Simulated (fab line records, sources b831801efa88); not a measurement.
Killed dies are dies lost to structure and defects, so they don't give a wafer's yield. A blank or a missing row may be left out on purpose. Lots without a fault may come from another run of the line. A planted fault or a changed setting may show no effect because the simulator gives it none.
fab line records | flow gf180mcu
record lots=12 wafers=36 last_day=34
route steps=602 shown NSD@239 V3@453 V5@561 TOP_METAL@582
lots that met no fault: from a run of the same line without faults
start_h: hours from the record's first day to the start of the lot's first wafer shown | wait_h: hours since the lot's step before | " the same as in the row above | L1.1+2: a row that stands for several wafers | - no value, or no start given | * or withheld: withheld | < > ~ a bound
route shown NAME@n: a module of which the file shows steps, and the number in the route of the first | usual: mean/standard deviation of fault-free wafers | same: alike in all rows | chamber/n: place in a boat | sites: the reading at each site | _std_site: their standard deviation | _edge_site: outer sites' mean less inner sites' | radius_mm: how far each site lies from the wafer's centre | mask NAME#n: copy n | behind: the tool/chamber that last shaped the wafer | hold: why the lot was held/for how many hours/how that ended | device: the transistor (n, p or np) that didn't switch | end of line: the same wafers' tests at the end of the route | a step without rows: its recipe alone | killed: dies lost to structure and defects at the first sort, not the wafer's yield | map: a wafer's dies, x killed, . not, _ none there
set.NAME: the setting as run; set.NAME@STEP: as run at that earlier step | model.NAME: the simulator's own value behind a step, which no gauge read
steps of the route over a sample of lots; a table a step, a row a wafer
services: from which hour (start_h, from the record's first day; less than 0 if before it) a tool's chamber was out of use, for how many hours, and why
## steps
# step GF_NSD_EXPOSE_04
# recipe mask_id=Nplus target_cd_nm=400 na=0.6 source_shape=conventional sigma_outer=0.6 dose_mj=140
# same sigma_outer=0.6
# columns lot.wafer tool chamber start_h wait_h mask
L869.1+3+4 iline_stepper-01 0 290.11 - Nplus#0
L870.2+3+4 iline_stepper-01 0 298.19 - Nplus#0
L871.4+5+6 iline_stepper-02 0 302.91 - Nplus#0
L872.2+3+5 iline_stepper-01 0 319.75 - Nplus#0
L873.1+4+6 iline_stepper-02 0 324.45 - Nplus#0
L874.2+4+5 iline_stepper-01 0 343.90 - Nplus#0
L875.3+5+6 iline_stepper-01 0 347.46 - Nplus#0
L876.1+2+3 iline_stepper-01 0 353.58 - Nplus#0
L884.3+4+5 iline_stepper-01 0 412.54 - Nplus#0
L885.1+2+6 iline_stepper-01 0 423.02 - Nplus#0
L888.4+5+6 iline_stepper-02 0 450.14 - Nplus#0
L892.2+3+4 iline_stepper-02 0 477.96 - Nplus#0
# step GF_NSD_OVL_MEAS_08
# usual NSD_OVL=-1.4/1.2
# columns lot.wafer tool chamber start_h wait_h NSD_OVL[nm]
L869.1 overlay-01 - 299.98 0.1 -3.2
L869.3 " - " " -4.1
L869.4 " - " " -3.0
L870.2 overlay-02 - 308.14 0.1 -4.4
L870.3 " - " " -3.4
L870.4 " - " " -2.2
L871.4 overlay-01 - 313.27 0.1 -1.5
L871.5 " - " " -2.1
L871.6 " - " " -2.9
L872.2 overlay-01 - 329.84 0.1 -2.3
L872.3 " - " " -2.1
L872.5 " - " " -1.4
L873.1 overlay-02 - 335.05 0.1 -1.1
L873.4 " - " " -2.2
L873.6 " - " " 1.5
L874.2 overlay-02 - 354.20 0.1 0.1
L874.4 " - " " -1.0
L874.5 " - " " -1.9
L875.3 overlay-02 - 358.30 0.1 -1.1
L875.5 " - " " -1.6
L875.6 " - " " -0.9
L876.1 overlay-02 - 364.73 0.1 -1.8
L876.2 " - " " -0.7
L876.3 " - " " -1.8
L884.3 overlay-01 - 424.90 0.1 -83.9
L884.4 " - " " -85.0
L884.5 " - " " -83.9
L885.1 overlay-01 - 434.95 0.1 -85.2
L885.2 " - " " -84.6
L885.6 " - " " -83.5
L888.4 overlay-01 - 462.37 0.1 -0.1
L888.5 " - " " 0.5
L888.6 " - " " -1.2
L892.2 overlay-01 - 490.19 0.1 -2.4
L892.3 " - " " -2.5
L892.4 " - " " -3.0
# step GF_V3_RS_MEAS_24
# recipe thk_meas_gauge=four-point-probe reads=W_of_V3_CVD_23+TiN_of_V3_SPUTTER_22+Ti_of_V3_SPUTTER_21
# usual V3_W_RS=0.329/0.0031
# columns lot.wafer tool chamber start_h wait_h V3_W_RS[ohm/sq]
L869.1 film_metro-03 - 524.25 0.1 0.329
L869.3 " - " " 0.330
L869.4 " - " " 0.331
L870.2 film_metro-03 - 529.71 0.1 0.330
L870.3 " - " " 0.331
L870.4 " - " " 0.332
L871.4 film_metro-02 - 534.90 0.1 0.331
L871.5 " - " " 0.332
L871.6 " - " " 0.333
L872.2 film_metro-03 - 551.91 0.1 0.329
L872.3 " - " " 0.329
L872.5 " - " " 0.327
L873.1 film_metro-03 - 557.84 0.1 0.330
L873.4 " - " " 0.329
L873.6 " - " " 0.332
L874.2 film_metro-02 - 578.44 0.1 0.327
L874.4 " - " " 0.330
L874.5 " - " " 0.329
L875.3 film_metro-02 - 582.66 0.1 0.329
L875.5 " - " " 0.336
L875.6 " - " " 0.330
L876.1 film_metro-02 - 588.80 0.1 0.334
L876.2 " - " " 0.334
L876.3 " - " " 0.335
L884.3 film_metro-03 - 643.16 0.1 0.324
L884.4 " - " " 0.329
L884.5 " - " " 0.324
L885.1 film_metro-03 - 649.59 0.1 0.326
L885.2 " - " " 0.325
L885.6 " - " " 0.328
L888.4 film_metro-03 - 672.83 0.1 0.327
L888.5 " - " " 0.328
L888.6 " - " " 0.324
L892.2 film_metro-02 - 693.77 0.1 0.336
L892.3 " - " " 0.330
L892.4 " - " " 0.333
# step GF_V5_SPUTTER_21
# recipe material=Ti target_thk_nm=15 chamber_pressure_pa=5 power_w=2500 substrate_temp_c=200 time_s=80.02
# usual throttle_valve_pct=30.5/1.5
# columns lot.wafer tool chamber start_h wait_h throttle_valve_pct
L869.1 pvd_sputter-02 - 638.96 0.0 28.7
L869.3 " - " " 28.2
L869.4 " - " " 30.5
L870.2 pvd_sputter-01 - 644.63 0.0 28.8
L870.3 " - " " 28.9
L870.4 " - " " 30.0
L871.4 pvd_sputter-01 - 647.70 0.0 28.7
L871.5 " - " " 28.6
L871.6 " - " " 31.9
L872.2 pvd_sputter-03 - 663.48 0.0 32.3
L872.3 " - " " 31.2
L872.5 " - " " 31.1
L873.1 pvd_sputter-02 - 668.10 0.0 28.3
L873.4 " - " " 33.4
L873.6 " - " " 28.2
L874.2 pvd_sputter-03 - 686.98 0.0 31.3
L874.4 " - " " 30.3
L874.5 " - " " 32.9
L875.3 pvd_sputter-01 - 691.03 0.0 29.7
L875.5 " - " " 29.8
L875.6 " - " " 31.8
L876.1 pvd_sputter-01 - 696.15 0.0 32.3
L876.2 " - " " 29.4
L876.3 " - " " 28.6
L884.3 pvd_sputter-01 - 742.65 0.0 31.4
L884.4 " - " " 29.1
L884.5 " - " " 28.9
L885.1 pvd_sputter-02 - 748.85 0.0 33.6
L885.2 " - " " 28.3
L885.6 " - " " 28.2
L888.4 pvd_sputter-03 - 770.03 0.0 30.3
L888.5 " - " " 31.1
L888.6 " - " " 30.5
L892.2 pvd_sputter-02 - 786.38 0.0 30.5
L892.3 " - " " 28.7
L892.4 " - " " 28.3
# step GF_TOP_METAL_OVL_MEAS_15
# usual TOP_METAL_OVL=-0.8/1.2
# columns lot.wafer tool chamber start_h wait_h TOP_METAL_OVL[nm]
L869.1 overlay-01 - 659.63 0.1 -0.6
L869.3 " - " " 2.2
L869.4 " - " " 1.4
L870.2 overlay-01 - 664.88 0.1 -3.0
L870.3 " - " " -2.2
L870.4 " - " " -2.4
L871.4 overlay-01 - 668.66 0.1 -1.8
L871.5 " - " " -2.1
L871.6 " - " " -2.3
L872.2 overlay-01 - 684.18 0.1 -1.2
L872.3 " - " " -1.5
L872.5 " - " " -1.4
L873.1 overlay-01 - 687.89 0.1 -2.3
L873.4 " - " " -1.7
L873.6 " - " " -0.5
L874.2 overlay-02 - 706.15 0.1 -0.7
L874.4 " - " " 0.4
L874.5 " - " " -0.5
L875.3 overlay-01 - 710.56 0.1 -1.1
L875.5 " - " " 0.3
L875.6 " - " " -0.1
L876.1 overlay-01 - 714.99 0.1 1.0
L876.2 " - " " 2.0
L876.3 " - " " 1.0
L884.3 overlay-02 - 760.51 0.1 -0.3
L884.4 " - " " -1.1
L884.5 " - " " 0.3
L885.1 overlay-01 - 766.18 0.1 -0.4
L885.2 " - " " 0.4
L885.6 " - " " 0.4
L888.4 overlay-01 - 786.35 0.1 0.8
L888.5 " - " " -0.9
L888.6 " - " " -1.1
L892.2 overlay-01 - 802.19 0.1 -1.1
L892.3 " - " " -0.7
L892.4 " - " " -0.7
## services
# columns tool chamber start_h hours kind
pvd_sputter-02 - 277.39 1.7 repair
iline_stepper-02 - 281.15 1.7 pm
pvd_sputter-03 - 294.89 4.0 repair
iline_stepper-02 - 308.07 8.2 repair
iline_stepper-01 - 334.06 1.7 pm
pvd_sputter-02 - 383.22 9.4 repair
pvd_sputter-01 - 454.50 13.3 repair
pvd_sputter-01 - 482.82 17.8 repair
iline_stepper-02 - 499.33 1.7 pm
pvd_sputter-01 - 521.62 4.1 repair
pvd_sputter-02 - 531.99 2.6 repair
pvd_sputter-01 - 537.95 14.4 repair
iline_stepper-02 - 550.45 8.5 repair
iline_stepper-01 - 558.97 1.7 pm
iline_stepper-01 - 561.86 0.6 repair
pvd_sputter-02 - 569.38 0.7 repair
pvd_sputter-03 - 629.24 4.1 repair
iline_stepper-02 - 653.41 0.6 repair
iline_stepper-01 - 703.11 2.1 pm
iline_stepper-02 - 709.50 4.8 repair
iline_stepper-02 - 717.51 1.7 pm
iline_stepper-01 - 727.44 4.4 pm
iline_stepper-01 - 760.30 0.6 repair
iline_stepper-01 - 770.42 1.7 pm
## key
first_sign step=GF_NSD_OVL_MEAS_08 reading=NSD_OVL direction=down sigmas=71 usual=-1.4 struck=-84.4
effect none on later readings
met_at GF_NSD_EXPOSE_04
struck_lots L884,L885
tester_left_out L884,L885
not_acting_at GF_V3_RS_MEAS_24,GF_V5_SPUTTER_21,GF_TOP_METAL_OVL_MEAS_15
onset_between 353.58 412.54
fault kind=scanner_matching_overlay tool=iline_stepper-01 chamber=- onset_h=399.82 steps=GF_NSD_EXPOSE_04 offset=-83.201
# tester_left_out: of these lots the tester's yield and bins aren't shown, on N5 and GAA mostly nor the transistor test; their killed dies are dies lost to structure and defects alone, not to doping, threshold or leakage, so they don't give the yield
